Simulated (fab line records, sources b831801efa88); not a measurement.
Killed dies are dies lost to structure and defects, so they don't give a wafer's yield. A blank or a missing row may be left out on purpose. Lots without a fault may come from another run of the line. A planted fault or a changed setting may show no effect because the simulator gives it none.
fab line records | flow gf180mcu
record lots=13 wafers=39 last_day=34
route steps=602 shown VT_IMPLANT@97 HV_LDD@194
lots that met no fault: from a run of the same line without faults
start_h: hours from the record's first day to the start of the lot's first wafer shown | wait_h: hours since the lot's step before | " the same as in the row above | L1.1+2: a row that stands for several wafers | - no value, or no start given | * or withheld: withheld | < > ~ a bound
route shown NAME@n: a module of which the file shows steps, and the number in the route of the first | usual: mean/standard deviation of fault-free wafers | same: alike in all rows | chamber/n: place in a boat | sites: the reading at each site | _std_site: their standard deviation | _edge_site: outer sites' mean less inner sites' | radius_mm: how far each site lies from the wafer's centre | mask NAME#n: copy n | behind: the tool/chamber that last shaped the wafer | hold: why the lot was held/for how many hours/how that ended | device: the transistor (n, p or np) that didn't switch | end of line: the same wafers' tests at the end of the route | a step without rows: its recipe alone | killed: dies lost to structure and defects at the first sort, not the wafer's yield | map: a wafer's dies, x killed, . not, _ none there
set.NAME: the setting as run; set.NAME@STEP: as run at that earlier step | model.NAME: the simulator's own value behind a step, which no gauge read
steps of the route over a sample of lots; a table a step, a row a wafer
services: from which hour (start_h, from the record's first day; less than 0 if before it) a tool's chamber was out of use, for how many hours, and why
## steps
# step GF_VT_IMPLANT_OVL_MEAS_07
# usual VT_IMPLANT_OVL=0.1/1.4
# columns lot.wafer tool chamber start_h wait_h VT_IMPLANT_OVL[nm]
L845.1 overlay-01 - 123.14 0.1 0.1
L845.4 " - " " 1.7
L845.5 " - " " 0.8
L847.1 overlay-02 - 134.54 0.1 1.1
L847.3 " - " " 0.3
L847.5 " - " " 0.0
L850.2 overlay-02 - 154.45 0.1 0.0
L850.4 " - " " -1.7
L850.6 " - " " -1.1
L851.1 overlay-01 - 161.99 0.1 -0.1
L851.4 " - " " -0.7
L851.6 " - " " -0.6
L854.2 overlay-02 - 179.83 0.1 0.2
L854.3 " - " " -0.7
L854.6 " - " " 0.8
L855.2 overlay-01 - 185.13 0.1 0.6
L855.5 " - " " 0.1
L855.6 " - " " 0.7
L859.1 overlay-02 - 208.57 0.1 1.7
L859.4 " - " " -1.8
L859.6 " - " " 0.7
L860.1 overlay-01 - 214.54 0.1 1.5
L860.4 " - " " 1.2
L860.5 " - " " 1.3
L861.2 overlay-01 - 220.25 0.1 0.9
L861.3 " - " " -0.8
L861.4 " - " " 2.2
L863.2 overlay-01 - 235.85 0.1 -2.2
L863.4 " - " " -0.6
L863.5 " - " " -1.3
L864.4 overlay-02 - 243.09 0.1 -1.3
L864.5 " - " " -1.0
L864.6 " - " " 0.2
L865.1 overlay-02 - 248.04 0.1 -0.8
L865.3 " - " " 1.2
L865.4 " - " " 1.2
L866.1 overlay-01 - 253.39 0.1 -0.9
L866.2 " - " " -1.2
L866.3 " - " " 0.2
# step GF_HV_LDD_DEVELOP_18
# recipe develop_time_s=60 dev_temp_c=23
# usual resist_line_temp_C=22.99/0.1
# columns lot.wafer tool chamber start_h wait_h resist_line_temp_C
L845.1 litho_track-04 0 247.84 0.1 22.96
L845.4 " 0 " " 23.03
L845.5 " 0 " " 23.07
L847.1 litho_track-02 0 261.49 0.1 22.99
L847.3 " 0 " " 23.01
L847.5 " 0 " " 23.12
L850.2 litho_track-02 0 288.76 0.1 22.84
L850.4 " 0 " " 22.98
L850.6 " 0 " " 23.01
L851.1 litho_track-03 0 296.35 0.1 22.98
L851.4 " 0 " " 22.99
L851.6 " 0 " " 22.95
L854.2 litho_track-02 0 320.01 0.1 22.84
L854.3 " 0 " " 22.84
L854.6 " 0 " " 22.89
L855.2 litho_track-03 0 323.63 0.1 23.06
L855.5 " 0 " " 22.96
L855.6 " 0 " " 22.87
L859.1 litho_track-02 0 353.44 0.1 23.04
L859.4 " 0 " " 23.03
L859.6 " 0 " " 22.93
L860.1 litho_track-02 0 358.59 0.1 22.91
L860.4 " 0 " " 23.02
L860.5 " 0 " " 23.10
L861.2 litho_track-03 0 368.23 0.1 22.96
L861.3 " 0 " " 22.96
L861.4 " 0 " " 23.03
L863.2 litho_track-04 0 389.22 0.1 22.88
L863.4 " 0 " " 23.17
L863.5 " 0 " " 22.85
L864.4 litho_track-03 0 394.33 0.1 22.99
L864.5 " 0 " " 23.10
L864.6 " 0 " " 22.88
L865.1 litho_track-03 0 404.75 0.1 23.13
L865.3 " 0 " " 23.10
L865.4 " 0 " " 23.13
L866.1 litho_track-03 0 408.20 0.1 22.97
L866.2 " 0 " " 23.11
L866.3 " 0 " " 23.15
# step GF_HV_LDD_CD_MEAS_19
# recipe target_cd_nm=400
# usual cd_nm=399.3/2.1
# columns lot.wafer tool chamber start_h wait_h cd_nm
L845.1 cd_sem-01 - 247.99 0.1 399.1
L845.4 " - " " 397.3
L845.5 " - " " 397.4
L847.1 cd_sem-02 - 261.64 0.1 399.7
L847.3 " - " " 401.7
L847.5 " - " " 401.9
L850.2 cd_sem-02 - 288.91 0.1 400.2
L850.4 " - " " 401.8
L850.6 " - " " 400.6
L851.1 cd_sem-02 - 296.50 0.1 400.7
L851.4 " - " " 399.5
L851.6 " - " " 398.4
L854.2 cd_sem-01 - 320.16 0.1 394.6
L854.3 " - " " 393.3
L854.6 " - " " 396.7
L855.2 cd_sem-01 - 323.77 0.1 397.5
L855.5 " - " " 397.6
L855.6 " - " " 398.7
L859.1 cd_sem-01 - 353.59 0.1 294.2
L859.4 " - " " 290.1
L859.6 " - " " 291.7
L860.1 cd_sem-02 - 358.74 0.1 290.1
L860.4 " - " " 290.4
L860.5 " - " " 289.6
L861.2 cd_sem-02 - 368.37 0.1 400.0
L861.3 " - " " 400.0
L861.4 " - " " 398.3
L863.2 cd_sem-02 - 389.36 0.1 397.2
L863.4 " - " " 394.9
L863.5 " - " " 395.9
L864.4 cd_sem-02 - 394.46 0.1 396.8
L864.5 " - " " 397.7
L864.6 " - " " 396.5
L865.1 cd_sem-01 - 404.90 0.1 403.0
L865.3 " - " " 402.7
L865.4 " - " " 402.6
L866.1 cd_sem-01 - 408.35 0.1 401.0
L866.2 " - " " 398.7
L866.3 " - " " 397.3
# step GF_HV_LDD_CD_MEAS_31
# recipe target_cd_nm=400
# usual cd_nm=400.1/1.9
# columns lot.wafer tool chamber start_h wait_h cd_nm
L845.1 cd_sem-01 - 266.94 0.1 401.2
L845.4 " - " " 402.8
L845.5 " - " " 402.7
L847.1 cd_sem-02 - 281.57 0.2 400.6
L847.3 " - " " 400.8
L847.5 " - " " 399.8
L850.2 cd_sem-02 - 309.41 0.1 403.7
L850.4 " - " " 402.5
L850.6 " - " " 405.2
L851.1 cd_sem-01 - 317.09 0.1 398.0
L851.4 " - " " 399.8
L851.6 " - " " 398.5
L854.2 cd_sem-02 - 341.82 0.1 400.7
L854.3 " - " " 400.8
L854.6 " - " " 400.5
L855.2 cd_sem-02 - 345.22 0.1 397.9
L855.5 " - " " 400.1
L855.6 " - " " 396.2
L859.1 cd_sem-01 - 376.10 0.1 399.9
L859.4 " - " " 400.8
L859.6 " - " " 400.6
L860.1 cd_sem-02 - 381.79 0.1 398.8
L860.4 " - " " 400.3
L860.5 " - " " 400.2
L861.2 cd_sem-02 - 391.26 0.1 401.2
L861.3 " - " " 402.4
L861.4 " - " " 401.6
L863.2 cd_sem-02 - 412.27 0.1 396.6
L863.4 " - " " 397.3
L863.5 " - " " 395.6
L864.4 cd_sem-01 - 418.50 0.1 397.4
L864.5 " - " " 400.1
L864.6 " - " " 397.9
L865.1 cd_sem-01 - 429.15 0.1 403.3
L865.3 " - " " 401.9
L865.4 " - " " 404.2
L866.1 cd_sem-02 - 431.99 0.1 400.2
L866.2 " - " " 400.2
L866.3 " - " " 399.5
# step GF_HV_LDD_STRIP_37
# recipe chemistry=O2/N2 power_w=1400 pressure_mtorr=1500 platen_temp_c=250 o2_flow_sccm=3000 n2_flow_sccm=300 overash_fraction=0.5
# usual chamber_pressure_mTorr=1500.1/1.3 drypump_motor_current_A=5.91/0.18 heater_power_w=335/19 oes_product_au=0.717/0.0044 strip_time_to_endpoint_s=12.61/0.036
# columns lot.wafer tool chamber start_h wait_h chamber_pressure_mTorr drypump_motor_current_A heater_power_w oes_product_au rf_hours_counter_h strip_time_to_endpoint_s
L845.1 plasma_asher-03 1 267.70 0.1 1497.4 6.18 341 0.716 63 12.66
L845.4 " 0 " " 1500.1 5.81 321 0.714 - 12.66
L845.5 " 1 " " 1501.1 6.18 351 0.722 - 12.65
L847.1 plasma_asher-02 0 282.33 0.1 1500.8 5.60 348 0.715 50 12.63
L847.3 " 1 " " 1500.9 6.06 311 0.721 - 12.60
L847.5 " 1 " " 1500.0 6.03 324 0.716 - 12.60
L850.2 plasma_asher-01 1 310.14 0.1 1501.8 6.05 361 0.712 21 12.66
L850.4 " 1 " " 1501.1 6.05 354 0.718 - 12.65
L850.6 " 0 " " 1498.4 5.81 318 0.712 - 12.62
L851.1 plasma_asher-01 0 317.85 0.1 1499.8 5.77 313 0.725 22 12.69
L851.4 " 0 " " 1500.1 5.77 325 0.721 - 12.66
L851.6 " 0 " " 1501.3 5.79 318 0.714 - 12.67
L854.2 plasma_asher-01 0 342.56 0.1 1499.8 5.78 324 0.714 25 12.54
L854.3 " 1 " " 1499.6 6.02 353 0.719 - 12.55
L854.6 " 0 " " 1498.4 5.80 327 0.717 - 12.55
L855.2 plasma_asher-01 1 345.96 0.1 1500.0 6.02 362 0.720 25 12.64
L855.5 " 0 " " 1498.6 5.80 310 0.719 - 12.57
L855.6 " 1 " " 1499.0 6.00 355 0.711 - 12.61
L859.1 plasma_asher-02 0 376.86 0.1 1499.5 5.60 346 0.716 56 12.64
L859.4 " 1 " " 1499.5 6.11 309 0.723 - 12.62
L859.6 " 0 " " 1498.9 5.60 336 0.713 - 12.63
L860.1 plasma_asher-01 1 382.54 0.1 1500.0 5.99 356 0.714 30 12.58
L860.4 " 1 " " 1500.1 6.01 368 0.718 - 12.57
L860.5 " 1 " " 1500.5 5.94 361 0.716 - 12.57
L861.2 plasma_asher-01 1 392.00 0.1 1500.0 6.03 358 0.718 31 12.62
L861.3 " 1 " " 1500.4 6.03 370 0.717 - 12.63
L861.4 " 0 " " 1501.0 5.79 322 0.723 - 12.62
L863.2 plasma_asher-02 0 413.01 0.1 1500.3 5.59 342 0.712 59 12.61
L863.4 " 0 " " 1499.5 5.59 345 0.719 - 12.57
L863.5 " 1 " " 1497.6 6.10 315 0.716 - 12.57
L864.4 plasma_asher-01 1 419.23 0.1 1499.8 6.05 367 0.715 - 12.59
L864.5 " 0 " " 1500.8 5.81 319 0.715 - 12.60
L864.6 " 1 " " 1499.5 6.02 364 0.708 - 12.61
L865.1 plasma_asher-01 1 429.91 0.1 1500.3 5.99 355 0.712 35 12.58
L865.3 " 0 " " 1499.9 5.77 319 0.713 - 12.57
L865.4 " 1 " " 1498.3 6.00 358 0.724 - 12.57
L866.1 plasma_asher-02 0 432.74 0.1 1502.4 5.60 345 0.718 62 12.59
L866.2 " 1 " " 1501.3 6.04 314 0.708 62 12.63
L866.3 " 1 " " 1500.5 6.09 314 0.719 - 12.56
## services
# columns tool chamber start_h hours kind
litho_track-03 - 231.41 - consumable_replace:filter
plasma_asher-02 - 259.07 4.0 pm
litho_track-02 - 262.82 - consumable_replace:filter
plasma_asher-03 - 293.37 0.3 repair
plasma_asher-01 - 303.92 0.5 repair
litho_track-04 - 313.52 - consumable_replace:filter
plasma_asher-02 - 319.00 11.9 pm
plasma_asher-02 - 330.89 28.1 pm
plasma_asher-01 - 340.65 0.5 repair
plasma_asher-03 - 355.53 1.5 repair
plasma_asher-03 - 430.27 4.6 repair
## key
first_sign step=GF_HV_LDD_CD_MEAS_19 reading=cd_nm direction=down sigmas=51 usual=399.3 struck=291.0
effect none on later readings
met_at GF_HV_LDD_DEVELOP_18
struck_lots L859,L860
rows_end L860.1
tester_left_out L859,L860
not_acting_at GF_VT_IMPLANT_OVL_MEAS_07,GF_HV_LDD_CD_MEAS_31,GF_HV_LDD_STRIP_37
onset_between 320.01 353.44
fault kind=process_parameter_drift tool=litho_track-02 chamber=- onset_h=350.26 steps=GF_HV_LDD_DEVELOP_18 channel=develop_time_s offset=* shape=step end_h=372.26 acts_in=* stated=*
# tester_left_out: of these lots the tester's yield and bins aren't shown, on N5 and GAA mostly nor the transistor test; their killed dies are dies lost to structure and defects alone, not to doping, threshold or leakage, so they don't give the yield
# rows_end: these wafers met a further fault down the route, and their rows from its step on are left out
